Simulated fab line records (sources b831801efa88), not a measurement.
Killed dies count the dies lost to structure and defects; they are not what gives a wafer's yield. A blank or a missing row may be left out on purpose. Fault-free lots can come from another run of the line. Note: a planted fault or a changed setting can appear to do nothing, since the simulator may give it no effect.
Which of the tools did it? :: flow sky130 :: Sampling: 15 lots, 45 wafers, 4 of 708 route steps

WHAT THE GAUGES SHOWED, per wafer
SKY_NWELL_OVL_MEAS_23. Usual: NWELL_01_OVL gives -0.1 nm (standard deviation 1.6).
lot: L294
measured: day 5 18:10
on: overlay-02
NWELL_01_OVL (nm): 0.7 2.1 1.8
flag: 

lot: L295
measured: day 5 19:01
on: overlay-01
NWELL_01_OVL (nm): 0.7 1.3 1.3
flag: 

lot: L296
measured: day 6 02:22
on: overlay-01
NWELL_01_OVL (nm): -0.7 1.1 0.7
flag: 

lot: L299
measured: day 6 21:22
on: overlay-02
NWELL_01_OVL (nm): -1.9 -0.8 -0.4
flag: 

lot: L300
measured: day 7 03:22
on: overlay-01
NWELL_01_OVL (nm): 0.3 1.5 -0.1
flag: 

lot: L301
measured: day 7 08:02
on: overlay-02
NWELL_01_OVL (nm): 1.2 1.2 0.8
flag: 

lot: L302
measured: day 7 13:52
on: overlay-01
NWELL_01_OVL (nm): 0.1 1.4 0.2
flag: 

lot: L303
measured: day 7 19:58
on: overlay-02
NWELL_01_OVL (nm): 1.0 0.3 0.2
flag: 

lot: L304
measured: day 8 01:24
on: overlay-01
NWELL_01_OVL (nm): 2.8 0.7 -0.1
flag: 

lot: L305
measured: day 8 08:41
on: overlay-01
NWELL_01_OVL (nm): 2.0 3.1 0.5
flag: 

lot: L306
measured: day 8 13:07
on: overlay-01
NWELL_01_OVL (nm): -1.4 -1.5 -1.5
flag: 

lot: L311
measured: day 9 19:34
on: overlay-02
NWELL_01_OVL (nm): -4.1 -5.6 -4.2
flag: 

lot: L312
measured: day 10 00:35
on: overlay-01
NWELL_01_OVL (nm): -0.5 -0.3 -1.4
flag: 

lot: L314
measured: day 10 21:13
on: overlay-02
NWELL_01_OVL (nm): 0.1 -0.1 1.1
flag: 

lot: L316
measured: day 11 08:40
on: overlay-01
NWELL_01_OVL (nm): -1.9 -0.9 -1.4
flag: 

SKY_VT_ADJUST_PCH_OVL_MEAS_07. Usual: VT_ADJUST_PCH_OVL gives -0.5 nm (standard deviation 1.1).
lot: L294
measured: day 10 22:40
on: overlay-01
VT_ADJUST_PCH_OVL (nm): -2.1 -2.9 -0.9
flag: 

lot: L295
measured: day 11 00:31
on: overlay-01
VT_ADJUST_PCH_OVL (nm): -1.0 -0.8 -0.1
flag: 

lot: L296
measured: day 11 10:16
on: overlay-02
VT_ADJUST_PCH_OVL (nm): -2.7 -0.7 -0.9
flag: 

lot: L299
measured: day 12 10:34
on: overlay-01
VT_ADJUST_PCH_OVL (nm): -0.8 -1.2 0.2
flag: 

lot: L300
measured: day 12 17:07
on: overlay-01
VT_ADJUST_PCH_OVL (nm): 0.6 0.0 -0.1
flag: 

lot: L301
measured: day 12 23:35
on: overlay-01
VT_ADJUST_PCH_OVL (nm): -1.8 0.4 1.4
flag: 

lot: L305
measured: day 14 06:04
on: overlay-01
VT_ADJUST_PCH_OVL (nm): -0.9 0.1 -1.1
flag: 

lot: L306
measured: day 14 12:22
on: overlay-01
VT_ADJUST_PCH_OVL (nm): -1.9 -1.9 -1.9
flag: 

lot: L311
measured: day 15 22:34
on: overlay-02
VT_ADJUST_PCH_OVL (nm): -0.6 -1.4 0.1
flag: 

lot: L312
measured: day 16 06:08
on: overlay-01
VT_ADJUST_PCH_OVL (nm): 1.2 1.5 2.3
flag: 

lot: L314
measured: day 17 09:17
on: overlay-02
VT_ADJUST_PCH_OVL (nm): -1.8 -1.6 -2.3
flag: 

lot: L316
measured: day 18 01:01
on: overlay-02
VT_ADJUST_PCH_OVL (nm): 0.2 -0.8 0.3
flag: 

SKY_SONOS_ONO_OVL_MEAS_14. Usual: SONOS_ONO_OVL gives -0.3 nm (standard deviation 1.6).
lot: L294
measured: day 13 05:29
on: overlay-02
SONOS_ONO_OVL (nm): 1.2 1.7 1.3
flag: 

lot: L295
measured: day 13 07:36
on: overlay-01
SONOS_ONO_OVL (nm): 2.3 2.8 0.2
flag: 

lot: L296
measured: day 14 12:33
on: overlay-02
SONOS_ONO_OVL (nm): -1.2 -1.3 -1.8
flag: 

lot: L299
measured: day 14 21:11
on: overlay-02
SONOS_ONO_OVL (nm): -1.4 -1.1 -2.1
flag: 

lot: L300
measured: day 15 02:06
on: overlay-01
SONOS_ONO_OVL (nm): 2.8 2.5 2.8
flag: 

lot: L301
measured: day 15 09:32
on: overlay-01
SONOS_ONO_OVL (nm): 0.9 0.5 -0.5
flag: 

lot: L305
measured: day 16 18:08
on: overlay-01
SONOS_ONO_OVL (nm): 2.0 1.0 2.1
flag: 

lot: L306
measured: day 17 03:20
on: overlay-01
SONOS_ONO_OVL (nm): -1.3 -1.8 -0.5
flag: 

lot: L311
measured: day 18 15:27
on: overlay-01
SONOS_ONO_OVL (nm): 0.4 0.5 -1.3
flag: 

lot: L312
measured: day 19 00:04
on: overlay-02
SONOS_ONO_OVL (nm): -3.0 -2.5 -3.5
flag: 

lot: L314
measured: day 20 07:52
on: overlay-01
SONOS_ONO_OVL (nm): 0.6 2.4 1.9
flag: 

lot: L316
measured: day 20 22:07
on: overlay-02
SONOS_ONO_OVL (nm): -0.2 -0.6 0.2
flag: 

WHAT TOOL EACH LOT RAN ON (gives the tool, then ch and the chambers of the sampled wafers, and finally the start)
lot: L294
SKY_NWELL_OXIDATION_01: furnace-02 ch 0, day 2 18:17

lot: L295
SKY_NWELL_OXIDATION_01: furnace-02 ch 0, day 2 19:43

lot: L296
SKY_NWELL_OXIDATION_01: furnace-01 ch 0, day 3 02:25

lot: L299
SKY_NWELL_OXIDATION_01: furnace-01 ch 0, day 3 18:45

lot: L300
SKY_NWELL_OXIDATION_01: furnace-02 ch 0, day 4 00:09

lot: L301
SKY_NWELL_OXIDATION_01: furnace-01 ch 0, day 4 04:56

lot: L302
SKY_NWELL_OXIDATION_01: furnace-01, day 4 09:13

lot: L303
SKY_NWELL_OXIDATION_01: furnace-02, day 4 14:47

lot: L304
SKY_NWELL_OXIDATION_01: furnace-01, day 4 19:38

lot: L305
SKY_NWELL_OXIDATION_01: furnace-02 ch 0, day 5 02:11

lot: L306
SKY_NWELL_OXIDATION_01: furnace-01 ch 0, day 5 06:37

lot: L311
SKY_NWELL_OXIDATION_01: furnace-01 ch 0, day 6 09:06

lot: L312
SKY_NWELL_OXIDATION_01: furnace-02 ch 0, day 6 12:38

lot: L314
SKY_NWELL_OXIDATION_01: furnace-02 ch 0, day 7 05:49

lot: L316
SKY_NWELL_OXIDATION_01: furnace-01 ch 0, day 7 14:32
- SKY_NWELL_OXIDATION_01: stabilise 600 s, purge 300 s, target thk 10 nm.

AS READ BY THE TOOLS THEMSELVES (means over the sampled wafers that have a number; for cases with no such wafer, the mark the record gives instead)
SKY_NWELL_OXIDATION_01. Usual: ox-temp-c 900.0 C, standard deviation 0.42; ox-temp-c-max 905.2, standard deviation 1.4; spike-tc-centre-C 899.5 C, standard deviation 1.1; tube-center-temp-C 900 C, standard deviation 0.077; zone-power-lower-pct 17.1 %, standard deviation 1.7.
lot: L294
tool: furnace-02
ox-temp-c (C): 900.1
ox-temp-c-max: 906.1
spike-tc-centre-C (C): 898.5
tube-center-temp-C (C): 900
zone-power-lower-pct (%): 18.6
flag: 

lot: L295
tool: furnace-02
ox-temp-c (C): 899.9
ox-temp-c-max: 905.7
spike-tc-centre-C (C): 900.6
tube-center-temp-C (C): 900
zone-power-lower-pct (%): 18.8
flag: 

lot: L296
tool: furnace-01
ox-temp-c (C): 899.6
ox-temp-c-max: 903.2
spike-tc-centre-C (C): 899.3
tube-center-temp-C (C): 900
zone-power-lower-pct (%): 15.6
flag: 

lot: L299
tool: furnace-01
ox-temp-c (C): 900.1
ox-temp-c-max: 903.9
spike-tc-centre-C (C): 899.7
tube-center-temp-C (C): 900
zone-power-lower-pct (%): 15.5
flag: 

lot: L300
tool: furnace-02
ox-temp-c (C): 900.4
ox-temp-c-max: 905.2
spike-tc-centre-C (C): 900.0
tube-center-temp-C (C): 900
zone-power-lower-pct (%): 18.8
flag: 

lot: L301
tool: furnace-01
ox-temp-c (C): 900.3
ox-temp-c-max: 904.2
spike-tc-centre-C (C): 899.7
tube-center-temp-C (C): 900
zone-power-lower-pct (%): 15.7
flag: 

lot: L302
tool: furnace-01
ox-temp-c (C): -
ox-temp-c-max: -
spike-tc-centre-C (C): -
tube-center-temp-C (C): -
zone-power-lower-pct (%): -
flag: OFF

lot: L303
tool: furnace-02
ox-temp-c (C): -
ox-temp-c-max: -
spike-tc-centre-C (C): -
tube-center-temp-C (C): -
zone-power-lower-pct (%): -
flag: OFF

lot: L304
tool: furnace-01
ox-temp-c (C): -
ox-temp-c-max: -
spike-tc-centre-C (C): -
tube-center-temp-C (C): -
zone-power-lower-pct (%): -
flag: OFF

lot: L305
tool: furnace-02
ox-temp-c (C): 899.6
ox-temp-c-max: 906.1
spike-tc-centre-C (C): 900.2
tube-center-temp-C (C): 900
zone-power-lower-pct (%): 19.0
flag: 

lot: L306
tool: furnace-01
ox-temp-c (C): 899.8
ox-temp-c-max: 904.6
spike-tc-centre-C (C): 898.4
tube-center-temp-C (C): 900
zone-power-lower-pct (%): 15.6
flag: 

lot: L311
tool: furnace-01
ox-temp-c (C): 899.9
ox-temp-c-max: 904.8
spike-tc-centre-C (C): 899.8
tube-center-temp-C (C): 900
zone-power-lower-pct (%): 15.5
flag: 

lot: L312
tool: furnace-02
ox-temp-c (C): 900.0
ox-temp-c-max: 905.9
spike-tc-centre-C (C): 900.4
tube-center-temp-C (C): 900
zone-power-lower-pct (%): 18.9
flag: 

lot: L314
tool: furnace-02
ox-temp-c (C): 900.1
ox-temp-c-max: 906.5
spike-tc-centre-C (C): 900.0
tube-center-temp-C (C): 900
zone-power-lower-pct (%): 18.9
flag: 

lot: L316
tool: furnace-01
ox-temp-c (C): 899.6
ox-temp-c-max: 903.8
spike-tc-centre-C (C): 899.4
tube-center-temp-C (C): 900
zone-power-lower-pct (%): 15.6
flag: 

THE ANSWER, worked out from the rows above alone
Rule: a lot is off if the mean of its wafers that have a number lies more than 3 standard deviations from the usual mean. Also off: a lot with no number at a reading for which 4 or more lots have one. Any other lot the step has rows for is counted as sound. After the gauges, taken in route order, come the tools' own readings; for these a lot's mean is taken, as printed above. At the first step where some lot is off, the reading lying furthest off is the one used; lots without a number count as furthest.
Off: L302, L303, L304 (SKY_NWELL_OXIDATION_01, ox-temp-c). Without a number there: L302, L303, L304.
A tool fits if, at that step or a process step before it, it ran every lot that is off, and no sound lot after the first of them. None of those tried fits.

WHAT THE SIMULATOR PUT IN
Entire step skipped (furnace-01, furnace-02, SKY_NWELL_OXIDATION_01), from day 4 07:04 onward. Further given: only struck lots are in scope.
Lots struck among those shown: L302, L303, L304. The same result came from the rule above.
